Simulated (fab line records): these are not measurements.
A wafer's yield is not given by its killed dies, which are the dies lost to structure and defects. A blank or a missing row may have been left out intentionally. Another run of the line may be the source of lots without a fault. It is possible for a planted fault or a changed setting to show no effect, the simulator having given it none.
The tool behind it: which one?    flow gf180mcu    Sampling: 14 lots, 42 wafers, 2 of 602 route steps

## WHAT EACH GAUGE READ, for each wafer
GF_CONTACT_OVL_MEAS_15.
lot   measured      on          CONTACT_OVL (nm)
L718  day 15 19:35  overlay-02  5 5 10
L719  day 15 22:42  overlay-02  -3 -9 -5
L720  day 16 08:15  overlay-02  3 6 3
L723  day 17 21:35  overlay-02  -2 3 -1
L725  day 18 21:57  overlay-02  0 -5 -2
L728  day 20 10:32  overlay-02  7 -4 2
L730  day 20 22:26  overlay-02  8 3 7
L731  day 21 08:07  overlay-02  4 3 3
L735  day 22 11:56  overlay-02  6 2 3
L736  day 22 13:46  overlay-01  1 -2 8
L737  day 23 10:27  overlay-01  2 7 -2
L738  day 23 05:32  overlay-01  -3 -5 -3
L739  day 23 11:18  overlay-02  5 3 7
L740  day 23 19:19  overlay-01  -1 7 1

## WHICH TOOL RAN EACH LOT (tool, then ch and the chambers of the sampled wafers, then the start)
lot   GF_STI_ETCH_13
L718  rie_diel-03 ch 0,2, day 2 01:43
L719  rie_diel-04 ch 0,3, day 2 05:47
L720  rie_diel-04 ch 1,2, day 2 11:09
L723  rie_diel-04 ch 1,2,3, day 3 03:11
L725  rie_diel-03 ch 2,3, day 3 14:49
L728  rie_diel-03 ch 2,3, day 4 04:55
L730  rie_diel-03 ch 1,2, day 4 15:00
L731  rie_diel-04 ch 0,3, day 4 20:33
L735  rie_diel-04 ch 1,3, day 5 16:56
L736  rie_diel-01 ch 2,3, day 5 23:25
L737  rie_diel-01 ch 2,3, day 6 03:09
L738  rie_diel-01 ch 0,1,3, day 6 08:15
L739  rie_diel-01 ch 0,1, day 6 14:06
L740  rie_diel-04 ch 0,3, day 6 19:00
- GF_STI_ETCH_13: etches the open film in CHF3/O2, stops on Si, target depth 282.31 nm, time 112.9 s.

## AS READ BY THE TOOLS THEMSELVES (means over the sampled wafers that have a number; for cases with no such wafer, the mark the record gives instead)
GF_STI_ETCH_13.
lot   tool         O2_flow_sccm (sccm)  bias_w (W)  drypump_motor_current_A (A)  oes_product_au (a.u.)  throttle_valve_pct (%)
L718  rie_diel-03  5.009                199.9       5.4                          0.836                  8.817
L719  rie_diel-04  5.006                199.6       5.2                          0.826                  8.816
L720  rie_diel-04  4.993                199.8       5.9                          0.821                  8.810
L723  rie_diel-04  4.997                199.6       5.6                          0.827                  8.808
L725  rie_diel-03  4.999                200.1       5.5                          0.831                  8.814
L728  rie_diel-03  4.995                190.9       5.7                          0.833                  8.802
L730  rie_diel-03  4.999                183.4       5.5                          0.824                  8.819
L731  rie_diel-04  5.000                199.4       5.6                          0.843                  8.823
L735  rie_diel-04  4.998                199.2       5.0                          0.842                  8.815
L736  rie_diel-01  5.002                199.9       6.0                          0.831                  8.803
L737  rie_diel-01  4.997                199.8       6.0                          0.842                  8.813
L738  rie_diel-01  5.000                199.9       5.6                          0.829                  8.802
L739  rie_diel-01  5.002                200.3       5.4                          0.837                  8.812
L740  rie_diel-04  5.004                199.7       5.7                          0.840                  8.812

## THE ANSWER, worked out from the rows above alone
Rule: the lots themselves supply what counts as usual. Put in order of their means at a reading, lots are off if they are a third of the lots or fewer, leave a main group of 4 or more, and stand apart from it by a gap of 3 or more times the standard deviation of the main group's means; of several such gaps the widest counts. If all means in a main group match to the digits the tables above print for the reading, that group is not used. Also off: a lot with no number at a reading for which 4 or more lots have one. Where the step has rows for the other lots, those lots are counted as sound. Order of review: gauges by route order, followed by the tools' own readings, for which a lot's mean as printed above is used. At the first step where some lot is off, the reading lying furthest off is the one used; lots without a number count as furthest.
Off: L728, L730 (GF_STI_ETCH_13, bias_w). Mean 199.8 W and standard deviation 0.28 in the main group.
If a tool, at that step or one of the process steps before it, ran each lot that is off and ran no sound lot following the first of them, it fits. One fits: GF_STI_ETCH_13 on rie_diel-03. A fault onset in the window from L725 (day 3 14:49, its last sound lot) to L728 (day 4 04:55, its first lot off) fits.
The tool's own readings at GF_STI_ETCH_13 bear it out: on the lots that are off they differ by more than 5 times the standard deviation of the sound lots' means. bias_w reads 187.2 W there against 199.8 W on the sound lots.

## WHAT THE SIMULATOR HAD PUT IN
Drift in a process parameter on rie_diel-03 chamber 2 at GF_STI_ETCH_13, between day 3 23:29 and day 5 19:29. From 200, the setting bias_w moved by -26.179. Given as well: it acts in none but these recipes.
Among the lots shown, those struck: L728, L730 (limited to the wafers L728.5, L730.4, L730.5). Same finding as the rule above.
